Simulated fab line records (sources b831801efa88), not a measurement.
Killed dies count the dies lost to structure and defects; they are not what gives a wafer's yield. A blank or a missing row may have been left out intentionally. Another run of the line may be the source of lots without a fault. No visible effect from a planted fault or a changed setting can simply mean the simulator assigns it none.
One fault seen from 2 desks + flow gf180mcu + each desk holds nothing but its own numbers, with what lay behind them at the end

== THE METROLOGY DESK ==
Lot by lot, what the gauges showed, no matter which tool ran the lot: averages of those sampled wafers that carry a number. The brackets show how far a lot's mean lies from the usual mean; more than 4 standard deviations puts the lot out of limits, marked OUT.
Columns: A = M1_ALCU_RS at GF_M1_RS_MEAS_05, usual 0.0694 ohm/sq; B = M1_ALCU_THK at GF_M1_THK_MEAS_06, usual 442 nm; C = cd-nm at GF_M1_CD_MEAS_14, usual 229.8 nm
| lot  | first seen here | A      | B   | C     |
|------|-----------------|--------|-----|-------|
| L844 | day 18 11:04    | 0.0697 | 440 | 229.0 |
| L847 | day 19 06:35    | 0.0698 | 437 | 228.3 |
| L852 | day 21 06:37    | 0.0692 | 440 | 230.8 |
| L855 | day 22 12:31    | 0.0693 | 441 | 230.4 |
| L857 | day 23 03:13    | 0.0691 | 448 | 230.7 |
| L860 | day 23 23:42    | 0.0691 | 441 | 229.6 |
| L861 | day 24 07:35    | 0.0696 | 441 | 229.7 |
Result from this desk: across the 7 lots, nothing is out of limits.

== THE TOOL OWNER'S DESK: litho-track-03 ==
The tool's own readings at GF_M1_DEVELOP_13 (develop time 60 s): means of the sampled wafers that have a number, for each lot that ran on this tool. The brackets show how far a lot's mean lies from the usual mean; more than 4 standard deviations puts the lot out of limits, marked OUT.
Columns: A = developer-temp-C at GF_M1_DEVELOP_13, usual 20.99 C
| lot  | first seen here | A                |
|------|-----------------|------------------|
| L847 | day 20 06:36    | 20.94            |
| L852 | day 22 05:55    | 21.81 (+7.4) OUT |
| L855 | day 23 11:57    | 21.86 (+7.9) OUT |
| L857 | day 24 02:42    | 21.94 (+8.7) OUT |
Finding of this desk: L852, L855, L857 out of limits; the first was L852 at day 22 05:55, on developer-temp-C at GF_M1_DEVELOP_13. Within limits: L847.

== PUT TOGETHER ==
An alarm could have come from the tool owner's desk at day 22 05:55, on L852, L855, L857.
At the metrology desk, nothing out of limits was observed.
The metrology desk has L852, L855, L857 on record, within its limits.
On litho-track-03, each named lot ran GF_M1_DEVELOP_13.

== WHAT WAS PUT IN BY THE SIMULATOR ==
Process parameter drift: litho-track-03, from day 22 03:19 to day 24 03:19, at GF_M1_DEVELOP_13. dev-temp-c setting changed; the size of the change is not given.
Struck lots among those shown: L852, L855, L857.
How many hours passed from the start of the fault until each desk's first out-of-limits reading: the tool owner's desk, 3.
